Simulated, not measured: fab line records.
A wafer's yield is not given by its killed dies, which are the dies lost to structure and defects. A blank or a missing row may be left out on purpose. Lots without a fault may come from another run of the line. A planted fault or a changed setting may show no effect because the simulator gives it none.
What tool caused it? || flow gf180mcu || 12 lots with 36 wafers sampled at 4 steps, on a route of 602 steps

== WHAT EACH GAUGE READ, for each wafer ==
GF_DNWELL_TW_MEAS_09. Usual: for DNWELL_TW the level is 1341 and the standard deviation is 9.9.
{"lot": "L367", "measured": "day 2 18:25", "on": "filmMetro-02", "DNWELL_TW": "1333 1333 1340", "flag": ""}
{"lot": "L368", "measured": "day 3 00:25", "on": "filmMetro-02", "DNWELL_TW": "1327 1325 1326", "flag": ""}
{"lot": "L369", "measured": "day 3 05:43", "on": "filmMetro-02", "DNWELL_TW": "1333 1339 1334", "flag": ""}
{"lot": "L370", "measured": "day 3 10:40", "on": "filmMetro-03", "DNWELL_TW": "1355 1358 1359", "flag": ""}
{"lot": "L371", "measured": "day 3 15:01", "on": "filmMetro-02", "DNWELL_TW": "1347 1335 1342", "flag": ""}
{"lot": "L375", "measured": "day 4 12:08", "on": "filmMetro-03", "DNWELL_TW": "1346 1355 1351", "flag": ""}
{"lot": "L379", "measured": "day 5 09:22", "on": "filmMetro-01", "DNWELL_TW": "1339 1335 1340", "flag": ""}
{"lot": "L380", "measured": "day 5 15:55", "on": "filmMetro-03", "DNWELL_TW": "1353 1350 1356", "flag": ""}
{"lot": "L381", "measured": "day 5 21:07", "on": "filmMetro-03", "DNWELL_TW": "1350 1356 1353", "flag": ""}
{"lot": "L382", "measured": "day 6 02:56", "on": "filmMetro-01", "DNWELL_TW": "1335 1337 1337", "flag": ""}
{"lot": "L385", "measured": "day 6 18:41", "on": "filmMetro-02", "DNWELL_TW": "1344 1345 1347", "flag": ""}
{"lot": "L388", "measured": "day 7 11:10", "on": "filmMetro-01", "DNWELL_TW": "1337 1338 1338", "flag": ""}

GF_VT_IMPLANT_RS_MEAS_48: measures by four-point-probe. Usual: for LVPWELL_RS the level is 1197 ohm/sq and the standard deviation is 3.1.
{"lot": "L367", "measured": "day 7 13:32", "on": "filmMetro-02", "LVPWELL_RS (ohm/sq)": "1199 1200 1200", "flag": ""}
{"lot": "L368", "measured": "day 7 20:43", "on": "filmMetro-04", "LVPWELL_RS (ohm/sq)": "1199 1198 1196", "flag": ""}
{"lot": "L369", "measured": "day 8 03:26", "on": "filmMetro-04", "LVPWELL_RS (ohm/sq)": "1201 1197 1197", "flag": ""}
{"lot": "L370", "measured": "day 8 10:54", "on": "filmMetro-02", "LVPWELL_RS (ohm/sq)": "1196 1197 1196", "flag": ""}
{"lot": "L371", "measured": "day 8 18:14", "on": "filmMetro-01", "LVPWELL_RS (ohm/sq)": "1199 1196 1200", "flag": ""}
{"lot": "L375", "measured": "day 9 19:25", "on": "filmMetro-02", "LVPWELL_RS (ohm/sq)": "1203 1202 1203", "flag": ""}
{"lot": "L379", "measured": "day 10 22:13", "on": "filmMetro-04", "LVPWELL_RS (ohm/sq)": "1155 1159 1160", "flag": "OFF"}
{"lot": "L380", "measured": "day 11 06:56", "on": "filmMetro-01", "LVPWELL_RS (ohm/sq)": "1159 1157 1156", "flag": "OFF"}
{"lot": "L381", "measured": "day 11 12:53", "on": "filmMetro-02", "LVPWELL_RS (ohm/sq)": "1198 1199 1196", "flag": ""}
{"lot": "L382", "measured": "day 11 19:58", "on": "filmMetro-02", "LVPWELL_RS (ohm/sq)": "1197 1193 1194", "flag": ""}
{"lot": "L385", "measured": "day 12 16:24", "on": "filmMetro-01", "LVPWELL_RS (ohm/sq)": "1196 1191 1191", "flag": ""}
{"lot": "L388", "measured": "day 13 11:58", "on": "filmMetro-01", "LVPWELL_RS (ohm/sq)": "1197 1198 1200", "flag": ""}

== TOOL THAT RAN EACH LOT (tool first, then ch and the chambers of the sampled wafers, then the start) ==
{"lot": "L367", "GF_LVPWELL_IMPLANT_08": "implanter-03 ch 0, day 3 20:02", "GF_VT_IMPLANT_STRIP_09": "plasmaAsher-01 ch 0,1, day 5 14:53"}
{"lot": "L368", "GF_LVPWELL_IMPLANT_08": "implanter-03 ch 0, day 4 02:31", "GF_VT_IMPLANT_STRIP_09": "plasmaAsher-01 ch 0,1, day 5 21:20"}
{"lot": "L369", "GF_LVPWELL_IMPLANT_08": "implanter-02 ch 0, day 4 07:41", "GF_VT_IMPLANT_STRIP_09": "plasmaAsher-01 ch 0,1, day 6 03:05"}
{"lot": "L370", "GF_LVPWELL_IMPLANT_08": "implanter-04 ch 0, day 4 13:19", "GF_VT_IMPLANT_STRIP_09": "plasmaAsher-04 ch 0,1, day 6 09:25"}
{"lot": "L371", "GF_LVPWELL_IMPLANT_08": "implanter-02 ch 0, day 4 19:10", "GF_VT_IMPLANT_STRIP_09": "plasmaAsher-02 ch 0,1, day 6 17:36"}
{"lot": "L375", "GF_LVPWELL_IMPLANT_08": "implanter-04 ch 0, day 5 16:50", "GF_VT_IMPLANT_STRIP_09": "plasmaAsher-01 ch 0,1, day 7 16:30"}
{"lot": "L379", "GF_LVPWELL_IMPLANT_08": "implanter-02 ch 0, day 6 15:32", "GF_VT_IMPLANT_STRIP_09": "plasmaAsher-01 ch 0,1, day 8 16:20"}
{"lot": "L380", "GF_LVPWELL_IMPLANT_08": "implanter-02 ch 0, day 6 23:12", "GF_VT_IMPLANT_STRIP_09": "plasmaAsher-01 ch 0,1, day 9 00:14"}
{"lot": "L381", "GF_LVPWELL_IMPLANT_08": "implanter-03 ch 0, day 7 03:16", "GF_VT_IMPLANT_STRIP_09": "plasmaAsher-04 ch 0,1, day 9 05:32"}
{"lot": "L382", "GF_LVPWELL_IMPLANT_08": "implanter-04 ch 0, day 7 09:56", "GF_VT_IMPLANT_STRIP_09": "plasmaAsher-02 ch 0,1, day 9 12:38"}
{"lot": "L385", "GF_LVPWELL_IMPLANT_08": "implanter-03 ch 0, day 8 02:56", "GF_VT_IMPLANT_STRIP_09": "plasmaAsher-01 ch 0,1, day 10 07:34"}
{"lot": "L388", "GF_LVPWELL_IMPLANT_08": "implanter-04 ch 0, day 8 19:53", "GF_VT_IMPLANT_STRIP_09": "plasmaAsher-01 ch 0,1, day 11 02:07"}
- GF_LVPWELL_IMPLANT_08
- GF_VT_IMPLANT_STRIP_09: strips in O2/N2.

== WHAT THE TOOLS THEMSELVES READ (means of the sampled wafers that have a number; where no wafer has one, the mark that the record gives instead) ==
GF_LVPWELL_IMPLANT_08. Usual: doseIonsCm2 1.5001e+13, standard deviation 1.4e+10; faradayCurrentUA 84.7, standard deviation 1.6.
{"lot": "L367", "tool": "implanter-03", "doseIonsCm2": 1.5008e+13, "faradayCurrentUA": 86.1, "flag": ""}
{"lot": "L368", "tool": "implanter-03", "doseIonsCm2": 1.4980e+13, "faradayCurrentUA": 84.6, "flag": ""}
{"lot": "L369", "tool": "implanter-02", "doseIonsCm2": 1.4979e+13, "faradayCurrentUA": 84.1, "flag": ""}
{"lot": "L370", "tool": "implanter-04", "doseIonsCm2": 1.5003e+13, "faradayCurrentUA": 84.3, "flag": ""}
{"lot": "L371", "tool": "implanter-02", "doseIonsCm2": 1.5008e+13, "faradayCurrentUA": 86.1, "flag": ""}
{"lot": "L375", "tool": "implanter-04", "doseIonsCm2": 1.5019e+13, "faradayCurrentUA": 86.3, "flag": ""}
{"lot": "L379", "tool": "implanter-02", "doseIonsCm2": 1.6102e+13, "faradayCurrentUA": 91.9, "flag": "OFF"}
{"lot": "L380", "tool": "implanter-02", "doseIonsCm2": 1.6085e+13, "faradayCurrentUA": 91.7, "flag": "OFF"}
{"lot": "L381", "tool": "implanter-03", "doseIonsCm2": 1.4998e+13, "faradayCurrentUA": 85.2, "flag": ""}
{"lot": "L382", "tool": "implanter-04", "doseIonsCm2": 1.5017e+13, "faradayCurrentUA": 84.3, "flag": ""}
{"lot": "L385", "tool": "implanter-03", "doseIonsCm2": 1.5003e+13, "faradayCurrentUA": 85.0, "flag": ""}
{"lot": "L388", "tool": "implanter-04", "doseIonsCm2": 1.5007e+13, "faradayCurrentUA": 84.1, "flag": ""}

GF_VT_IMPLANT_STRIP_09. Usual: drypumpMotorCurrentA 5.6 A, standard deviation 0.47; heaterPowerW 338 W, standard deviation 19; oesProductAu 0.716 a.u., standard deviation 0.0046; stripTimeToEndpointS 12.63 s, standard deviation 0.041.
{"lot": "L367", "tool": "plasmaAsher-01", "drypumpMotorCurrentA (A)": 5.3, "heaterPowerW (W)": 329, "oesProductAu (a.u.)": 0.715, "stripTimeToEndpointS (s)": 12.59, "flag": ""}
{"lot": "L368", "tool": "plasmaAsher-01", "drypumpMotorCurrentA (A)": 5.5, "heaterPowerW (W)": 322, "oesProductAu (a.u.)": 0.716, "stripTimeToEndpointS (s)": 12.56, "flag": ""}
{"lot": "L369", "tool": "plasmaAsher-01", "drypumpMotorCurrentA (A)": 5.5, "heaterPowerW (W)": 319, "oesProductAu (a.u.)": 0.720, "stripTimeToEndpointS (s)": 12.56, "flag": ""}
{"lot": "L370", "tool": "plasmaAsher-04", "drypumpMotorCurrentA (A)": 5.6, "heaterPowerW (W)": 337, "oesProductAu (a.u.)": 0.712, "stripTimeToEndpointS (s)": 12.63, "flag": ""}
{"lot": "L371", "tool": "plasmaAsher-02", "drypumpMotorCurrentA (A)": 6.3, "heaterPowerW (W)": 352, "oesProductAu (a.u.)": 0.717, "stripTimeToEndpointS (s)": 12.60, "flag": ""}
{"lot": "L375", "tool": "plasmaAsher-01", "drypumpMotorCurrentA (A)": 5.5, "heaterPowerW (W)": 323, "oesProductAu (a.u.)": 0.715, "stripTimeToEndpointS (s)": 12.60, "flag": ""}
{"lot": "L379", "tool": "plasmaAsher-01", "drypumpMotorCurrentA (A)": 5.5, "heaterPowerW (W)": 319, "oesProductAu (a.u.)": 0.712, "stripTimeToEndpointS (s)": 12.66, "flag": ""}
{"lot": "L380", "tool": "plasmaAsher-01", "drypumpMotorCurrentA (A)": 5.5, "heaterPowerW (W)": 322, "oesProductAu (a.u.)": 0.715, "stripTimeToEndpointS (s)": 12.61, "flag": ""}
{"lot": "L381", "tool": "plasmaAsher-04", "drypumpMotorCurrentA (A)": 5.5, "heaterPowerW (W)": 347, "oesProductAu (a.u.)": 0.711, "stripTimeToEndpointS (s)": 12.63, "flag": ""}
{"lot": "L382", "tool": "plasmaAsher-02", "drypumpMotorCurrentA (A)": 5.9, "heaterPowerW (W)": 364, "oesProductAu (a.u.)": 0.716, "stripTimeToEndpointS (s)": 12.62, "flag": ""}
{"lot": "L385", "tool": "plasmaAsher-01", "drypumpMotorCurrentA (A)": 5.5, "heaterPowerW (W)": 324, "oesProductAu (a.u.)": 0.715, "stripTimeToEndpointS (s)": 12.68, "flag": ""}
{"lot": "L388", "tool": "plasmaAsher-01", "drypumpMotorCurrentA (A)": 5.5, "heaterPowerW (W)": 317, "oesProductAu (a.u.)": 0.717, "stripTimeToEndpointS (s)": 12.64, "flag": ""}

== THE ANSWER, worked out from the rows above alone ==
Rule: a lot is off if the mean of its wafers that have a number lies more than 3 standard deviations from the usual mean. Also off: a lot with no number at a reading for which 4 or more lots have one. The other lots that the step has rows for count as sound. The gauges are gone through in route order, then the tools' own readings, and for those a lot's mean is taken as printed above. At the first step where some lot is off, the reading lying furthest off is the one used; lots without a number count as furthest.
Off: L379, L380, seen at GF_VT_IMPLANT_RS_MEAS_48 (LVPWELL_RS).
A tool fits if, at a process step before that reading, it ran every lot that is off, and no sound lot after the first of them. The gauges at GF_VT_IMPLANT_RS_MEAS_48 aren't tried: what is off there is off at GF_LVPWELL_IMPLANT_08 too, on other tools, and a gauge's error can't cause that. One candidate fits, namely implanter-02 at GF_LVPWELL_IMPLANT_08. Its last sound lot is L371 (day 4 19:10), its first lot that is off L379 (day 6 15:32): a fault that began between those two fits.
The tool's own readings at GF_LVPWELL_IMPLANT_08 bear it out: on the lots that are off they differ by more than 5 times the standard deviation of the sound lots' means. doseIonsCm2 reads 1.6094e+13 there against 1.5002e+13 on the sound lots; faradayCurrentUA reads 91.8 there against 85.0 on the sound lots.

== WHAT THE SIMULATOR PUT IN ==
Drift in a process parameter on implanter-02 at GF_LVPWELL_IMPLANT_08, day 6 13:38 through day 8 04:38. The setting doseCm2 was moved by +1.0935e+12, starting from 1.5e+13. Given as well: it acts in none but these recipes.
Lots struck among those shown: L379, L380. The same result came from the rule above.
